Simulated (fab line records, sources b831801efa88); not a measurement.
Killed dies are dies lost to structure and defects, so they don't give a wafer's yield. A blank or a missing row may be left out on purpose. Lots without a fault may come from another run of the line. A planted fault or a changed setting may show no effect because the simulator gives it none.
Chamber matching | flow sky130 | SKY_LI_CONTACT_CMP_24 on cmp-01: 4 sister chambers
The step polishes, stops on PSG, t overpolish 20 s, target thk 0 nm. 4 wafers are shown with their chamber, then 9 later ones without.

WAFERS WITH THEIR CHAMBER
wafer  | chamber | motor_current_A (A)
L427.6 | 1       | 11.9
L438.1 | 0       | 10.6
L440.5 | 3       | 9.0
L440.6 | 2       | 10.1

WAFERS WITHOUT THEIR CHAMBER
wafer  | motor_current_A (A)
L441.1 | 9.0
L441.4 | 10.6
L441.5 | 10.6
L443.4 | 12.1
L443.5 | 10.7
L443.6 | 9.0
L444.2 | 9.3
L444.3 | 12.5
L444.4 | 10.6

WHICH CHAMBER EACH WENT THROUGH
wafer  | from the rows above | in truth
L441.1 | 3                   | 3
L441.4 | 0                   | 0
L441.5 | 0                   | 0
L443.4 | 1                   | 1
L443.5 | 0                   | 0
L443.6 | 3                   | 3
L444.2 | 3                   | 3
L444.3 | 1                   | 1
L444.4 | 0                   | 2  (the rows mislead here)
Placed correctly: 8 of 9. Can't be placed from these rows: 0. Placed wrongly: 1.
How it was worked out, from the rows above alone: a wafer's distance from a chamber is the root of the sum, over the readings, of the square of ((its reading less the chamber's mean) divided by the reading's scatter). The wafer belongs to the nearest chamber; if the next one is less than 2 further off, it can't be placed. A chamber's mean is the mean of its shown wafers. The scatter: with one shown wafer a chamber, the root of the mean of the squares of how far each hidden wafer lies from its nearest shown one.
